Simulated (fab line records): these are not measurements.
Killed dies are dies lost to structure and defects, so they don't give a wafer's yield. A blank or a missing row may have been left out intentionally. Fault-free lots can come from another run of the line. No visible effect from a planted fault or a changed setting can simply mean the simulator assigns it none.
Chamber matching + flow sky130 + SKY_VIA1_CMP_24 on cmp-01: 4 sister chambers
The step polishes, stops on SiO2, t overpolish 15 s, target thk 0 nm. 14 wafers are shown with their chamber, then 7 later ones without.

WAFERS PAIRED WITH THEIR CHAMBERS
| wafer  | chamber | motorCurrentA (A) | timeToEndpointS (s) | overpolishRunS (s) |
|--------|---------|-------------------|---------------------|--------------------|
| L075.1 | 2       | 9.4               | 66                  | 14.990             |
| L075.3 | 0       | 9.9               | 62                  | 14.983             |
| L075.5 | 1       | 11.5              | 71                  | 14.993             |
| L076.1 | 2       | 9.4               | 67                  | 14.992             |
| L076.4 | 1       | 11.7              | 68                  | 14.993             |
| L076.5 | 1       | 12.1              | 70                  | 14.988             |
| L077.2 | 2       | 9.2               | 68                  | 15.011             |
| L077.5 | 3       | 11.7              | 64                  | 15.008             |
| L077.6 | 0       | 10.8              | 64                  | 15.000             |
| L080.3 | 2       | 9.6               | 71                  | 15.027             |
| L080.4 | 1       | 12.6              | 76                  | 15.001             |
| L080.6 | 2       | 9.7               | 68                  | 14.998             |
| L085.2 | 3       | 11.8              | 65                  | 14.997             |
| L085.3 | 2       | 9.1               | 65                  | 14.987             |

SIGNATURES (means of the wafers above)
| reading         | chamber 0 | chamber 1 | chamber 2 | chamber 3 | scatter within a chamber |
|-----------------|-----------|-----------|-----------|-----------|--------------------------|
| motorCurrentA   | 10.350    | 11.975    | 9.400     | 11.750    | 0.371                    |
| timeToEndpointS | 63.00     | 71.25     | 67.50     | 64.50     | 2.42                     |
| overpolishRunS  | 14.99150  | 14.99375  | 15.00083  | 15.00250  | 0.0121                   |
Rule: for a wafer and a chamber, the distance is found by dividing, reading by reading, the gap between the wafer's reading and the chamber's mean by the reading's scatter, squaring, summing and taking the root. The wafer belongs to the nearest chamber; if the next one is less than 2 further off, it can't be placed. The scatter: take each reading less its chamber's mean, square it, sum over the shown wafers, divide by the number of wafers less the number of chambers, and take the root.

WAFERS WHOSE CHAMBER IS MISSING
| wafer  | motorCurrentA (A) | timeToEndpointS (s) | overpolishRunS (s) |
|--------|-------------------|---------------------|--------------------|
| L085.4 | 11.8              | 70                  | 14.994             |
| L086.4 | 10.2              | 64                  | 14.997             |
| L086.5 | 9.5               | 71                  | 15.001             |
| L086.6 | 11.4              | 72                  | 15.008             |
| L094.4 | 11.8              | 71                  | 15.006             |
| L094.5 | 11.2              | 74                  | 14.992             |
| L094.6 | 10.5              | 62                  | 15.014             |

WHICH CHAMBER EACH WENT THROUGH
| wafer  | from the rows above          | in truth |
|--------|------------------------------|----------|
| L085.4 | can't be placed: 1 or 3      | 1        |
| L086.4 | can't be placed: 0 or 2      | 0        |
| L086.5 | 2                            | 2        |
| L086.6 | can't be placed: 1 or 3      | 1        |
| L094.4 | can't be placed: 1 or 3      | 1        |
| L094.5 | can't be placed: 1 or 3      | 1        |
| L094.6 | can't be placed: 0 or 3 or 2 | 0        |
1 of 7 placed correctly. From these rows, 6 cannot be placed; in 6 the true chamber is one of the candidates. Number placed wrongly: 0.
